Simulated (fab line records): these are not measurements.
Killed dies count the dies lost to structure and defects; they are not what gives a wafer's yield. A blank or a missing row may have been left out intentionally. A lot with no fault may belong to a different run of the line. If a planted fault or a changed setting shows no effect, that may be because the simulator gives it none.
What tool caused it?	flow sky130	11 lots, 33 wafers sampled, at 5 steps of a route of 708

WHAT THE GAUGES SHOWED, per wafer
SKY_CONTACT_RS_MEAS_25: uses a four-point probe to measure. Usual: CONTACT_W_RS typically reads 0.339 ohm/sq, with standard deviation 0.004.
lot	measured	on	CONTACT_W_RS (ohm/sq)	flag
L781	day 31 00:46	film_metro-03	0.337 0.339 0.338	
L783	day 32 02:19	film_metro-03	0.337 0.338 0.341	
L785	day 32 23:14	film_metro-03	0.337 0.333 0.343	
L786	day 33 00:03	film_metro-01	0.349 0.348 0.342	
L787	day 33 11:04	film_metro-03	0.338 0.339 0.338	
L789	day 34 02:41	film_metro-01	0.341 0.333 0.342	
L790	day 35 01:48	film_metro-02	0.341 0.341 0.338	
L793	day 35 23:46	film_metro-03	0.336 0.344 0.339	
L797	day 37 09:04	film_metro-02	0.334 0.340 0.340	
L801	day 37 22:31	film_metro-01	1.091 1.093 1.054	OFF
L802	day 38 21:25	film_metro-03	1.107 1.051 1.084	OFF

SKY_CONTACT_THK_MEAS_26: measures by xrf. Usual: CONTACT_W_THK typically reads 347 nm, with standard deviation 5.6.
lot	measured	on	CONTACT_W_THK (nm)	flag
L781	day 31 00:53	film_metro-03	352 350 354	
L783	day 32 02:26	film_metro-03	354 355 351	
L785	day 32 23:20	film_metro-03	356 359 350	
L786	day 33 00:10	film_metro-01	333 336 341	
L787	day 33 11:11	film_metro-03	350 348 349	
L789	day 34 02:49	film_metro-01	341 350 342	
L790	day 35 01:55	film_metro-02	345 347 348	
L793	day 35 23:52	film_metro-03	348 339 344	
L797	day 37 09:11	film_metro-02	353 349 349	
L801	day 37 22:38	film_metro-01	109 109 112	OFF
L802	day 38 21:32	film_metro-03	107 112 110	OFF

TOOL THAT RAN EACH LOT (tool first, then ch and the chambers of the sampled wafers, then the start)
lot	SKY_CONTACT_ETCH_18	SKY_CONTACT_SPUTTER_23	SKY_CONTACT_CVD_24
L781	rie_diel-02 ch 0,1,3, day 31 00:36 or earlier	pvd_sputter-03, day 31 00:36	cvd_w-01 ch 0,1, day 31 00:40
L783	rie_diel-03 ch 0,1,2, day 32 02:08 or earlier	pvd_sputter-04, day 32 02:08	cvd_w-01 ch 0,1, day 32 02:12
L785	rie_diel-01 ch 1,2,3, day 32 23:01 or earlier	pvd_sputter-04, day 32 23:01	cvd_w-01 ch 0,1, day 32 23:07
L786	rie_diel-02 ch 1,2,3, day 32 23:52 or earlier	pvd_sputter-03, day 32 23:52	cvd_w-02 ch 0,1, day 32 23:55
L787	rie_diel-01 ch 1,3, day 33 10:53 or earlier	pvd_sputter-03, day 33 10:53	cvd_w-01 ch 0,1, day 33 10:56
L789	rie_diel-01 ch 0,1,3, day 34 02:31 or earlier	pvd_sputter-02, day 34 02:31	cvd_w-02 ch 0,1, day 34 02:35
L790	rie_diel-03 ch 0,1,2, day 35 01:37 or earlier	pvd_sputter-02, day 35 01:37	cvd_w-01 ch 0,1, day 35 01:40
L793	rie_diel-03 ch 0,2,3, day 35 23:34 or earlier	pvd_sputter-02, day 35 23:34	cvd_w-02 ch 0,1, day 35 23:38
L797	rie_diel-02 ch 0,1,3, day 37 08:53 or earlier	pvd_sputter-02, day 37 08:53	cvd_w-02 ch 0,1, day 37 08:57
L801	rie_diel-02 ch 0,1, day 37 22:21 or earlier	pvd_sputter-03, day 37 22:21	cvd_w-02 ch 0,1, day 37 22:25
L802	rie_diel-01 ch 0,1,3, day 38 21:14 or earlier	pvd_sputter-02, day 38 21:14	cvd_w-02 ch 0,1, day 38 21:17
- SKY_CONTACT_ETCH_18: etches Si3N4 in CHF3/O2, stops on TiN, time 39 s, target depth 75 nm.
- SKY_CONTACT_SPUTTER_23: material TiN, target thk 20 nm, time 80 s.
- SKY_CONTACT_CVD_24: deposits W, target thk 340 nm, time 102.12 s.

AS READ BY THE TOOLS THEMSELVES (means over the sampled wafers that have a number; for cases with no such wafer, the mark the record gives instead)
SKY_CONTACT_ETCH_18. Usual: bias_w 199.9 W, standard deviation 0.61; chf3_flow_sccm 49.98 sccm, standard deviation 0.15; drypump_motor_current_A 6.0 A, standard deviation 0.44; oes_product_au 0.856 a.u., standard deviation 0.0076; throttle_valve_pct 8.794 %, standard deviation 0.0086.
lot	tool	bias_w (W)	chf3_flow_sccm (sccm)	drypump_motor_current_A (A)	oes_product_au (a.u.)	throttle_valve_pct (%)	flag
L781	rie_diel-02	200.1	50.01	6.2	0.854	8.797	
L783	rie_diel-03	199.9	49.90	5.4	0.856	8.804	
L785	rie_diel-01	199.8	49.99	6.3	0.854	8.797	
L786	rie_diel-02	199.8	50.01	6.1	0.849	8.792	
L787	rie_diel-01	200.5	49.96	6.5	0.862	8.790	
L789	rie_diel-01	199.9	49.91	6.2	0.852	8.792	
L790	rie_diel-03	200.0	50.08	5.4	0.855	8.798	
L793	rie_diel-03	200.1	49.96	5.5	0.857	8.794	
L797	rie_diel-02	200.2	49.98	6.3	0.862	8.784	
L801	rie_diel-02	199.4	49.93	6.2	0.852	8.792	
L802	rie_diel-01	199.6	49.87	6.2	0.853	8.799	

SKY_CONTACT_SPUTTER_23. Usual: throttle_valve_pct reads 30.0 % (standard deviation 1).
lot	tool	throttle_valve_pct (%)	flag
L781	pvd_sputter-03	29.1	
L783	pvd_sputter-04	29.8	
L785	pvd_sputter-04	29.9	
L786	pvd_sputter-03	30.0	
L787	pvd_sputter-03	30.0	
L789	pvd_sputter-02	30.1	
L790	pvd_sputter-02	30.2	
L793	pvd_sputter-02	30.7	
L797	pvd_sputter-02	30.7	
L801	pvd_sputter-03	30.4	
L802	pvd_sputter-02	30.7	

SKY_CONTACT_CVD_24. Usual: heater_power_w reads 904 W (standard deviation 110).
lot	tool	heater_power_w (W)	flag
L781	cvd_w-01	976	
L783	cvd_w-01	896	
L785	cvd_w-01	883	
L786	cvd_w-02	869	
L787	cvd_w-01	988	
L789	cvd_w-02	873	
L790	cvd_w-01	991	
L793	cvd_w-02	889	
L797	cvd_w-02	874	
L801	cvd_w-02	893	
L802	cvd_w-02	887	

THE ANSWER, worked out from the rows above alone
Rule: a lot counts as off when the mean over its wafers that have a number is more than 3 standard deviations away from the usual mean. Also off: a lot with no number at a reading for which 4 or more lots have one. Any other lot the step has rows for is counted as sound. After the gauges, taken in route order, come the tools' own readings; for these a lot's mean is taken, as printed above. The first step at which some lot is off is used, and at that step the reading that is off furthest; a lot without a number counts as furthest.
Off: L801, L802, at SKY_CONTACT_RS_MEAS_25 (CONTACT_W_RS).
A tool fits if, at a process step before that reading, it ran every lot that is off, and no sound lot after the first of them. Gauges at SKY_CONTACT_RS_MEAS_25: tried the same way as those tools. With no start given for some of its lots, SKY_CONTACT_ETCH_18 uses the hours and lot order of SKY_CONTACT_SPUTTER_23. One fits: cvd_w-02 at SKY_CONTACT_CVD_24. A fault onset in the window from L797 (day 37 08:57, its last sound lot) to L801 (day 37 22:25, its first lot off) fits.

WHAT THE SIMULATOR PUT IN
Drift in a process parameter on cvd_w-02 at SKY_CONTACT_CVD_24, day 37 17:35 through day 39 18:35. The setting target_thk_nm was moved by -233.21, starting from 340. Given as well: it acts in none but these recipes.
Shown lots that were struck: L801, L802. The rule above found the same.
